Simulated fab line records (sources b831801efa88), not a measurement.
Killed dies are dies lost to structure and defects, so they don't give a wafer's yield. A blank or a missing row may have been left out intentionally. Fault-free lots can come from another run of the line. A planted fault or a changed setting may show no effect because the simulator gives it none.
Struck lot and sound lot, side by side | flow gf180mcu | 14 steps out of a route of 602
Sound: these wafers, L607.2, L607.4, L607.6. Wafers L614.1, L614.2, L614.6 were the ones struck. The cause is named last.
Order at every step that has rows: each side's tool, ch and its chambers, its first start. Under that, the readings that differ: sound wafers | struck wafers | difference of the means | sigmas: that difference in standard deviations of wafers without a fault.
alike: readings whose means differ by less than 2 such deviations, and words and numbers that are the same on both sides. not compared: withheld readings, readings that some wafer has no value for, bounds like >300 that may hide the same value, and numbers for which the record gives no deviation and whose values overlap.
Wherever a step has rows on one side only, a row that says differs or no value, or a row with sigmas, the two part there. Non-overlapping numbers with no deviation appear without sigmas and do not part them. A reading that every wafer of one side lacks parts them only if that side has two wafers or more.

GF_CONTACT_CMP_27: polishes, stops on SiO2, t overpolish 15 s, target thk 0 nm.
  sound on cmp-02 ch 0,1,3, day 19 11:37; struck on cmp-02 ch 0,2,3, day 21 21:52
  alike: motor_current_A, overpolish_run_s, time_to_endpoint_s
GF_M1_SPUTTER_00: material Ti, target thk 37.5 nm, time 150 s.
  sound: pvd_sputter-03 at day 19 11:52; struck: pvd_sputter-01 at day 21 22:10
  alike: throttle_valve_pct
GF_M1_SPUTTER_01: material TiN, target thk 30 nm, time 25 s.
  sound: pvd_sputter-03 at day 19 11:58; struck: pvd_sputter-01 at day 21 22:16
  alike: throttle_valve_pct
GF_M1_SPUTTER_02: material AlCu, target thk 450 nm, time 23.9 s.
  sound: pvd_sputter-03 at day 19 11:59; struck: pvd_sputter-01 at day 21 22:17
  alike: throttle_valve_pct
then, 1 step without rows for these wafers: GF_M1_SPUTTER_03 (material Ti, target thk 10 nm, time 6.7 s).
GF_M1_SPUTTER_04: material TiN, target thk 50 nm, time 41.7 s.
  sound: pvd_sputter-03 at day 19 12:02; struck: pvd_sputter-01 at day 21 22:20
  alike: throttle_valve_pct
GF_M1_RS_MEAS_05: the measuring method here is four-point-probe.
  sound: film_metro-02 at day 19 12:06; struck: film_metro-02 at day 21 22:23
  alike: M1_ALCU_RS
GF_M1_THK_MEAS_06: measures by xrf.
  sound: film_metro-02 at day 19 12:13; struck: film_metro-02 at day 21 22:30
  alike: M1_ALCU_THK
then, 4 steps without rows for these wafers: GF_M1_DEHYDRATE_07 (time 60 s); GF_M1_HMDS_08 (prime time 60 s); GF_M1_COAT_09 (resist thk 1000 nm); GF_M1_SOFTBAKE_10 (time 60 s).
GF_M1_EXPOSE_11: exposes mask Metal1, target cd 230 nm.
  struck on krf_scanner-01, day 22 10:25; sound on krf_scanner-01 ch 0, day 20 00:27
  no value came back on the struck wafers for exposure_dose_mJ_cm2, focus_offset_nm (nm), na; on the sound wafers exposure_dose_mJ_cm2 reads 27.987 27.984 28.032
  alike: mask
then, 1 step without rows for these wafers: GF_M1_PEB_12 (peb time 90 s).

== WHERE THEY PART ==
Within this record, at GF_M1_EXPOSE_11 only.

WHY: what the simulator had put in
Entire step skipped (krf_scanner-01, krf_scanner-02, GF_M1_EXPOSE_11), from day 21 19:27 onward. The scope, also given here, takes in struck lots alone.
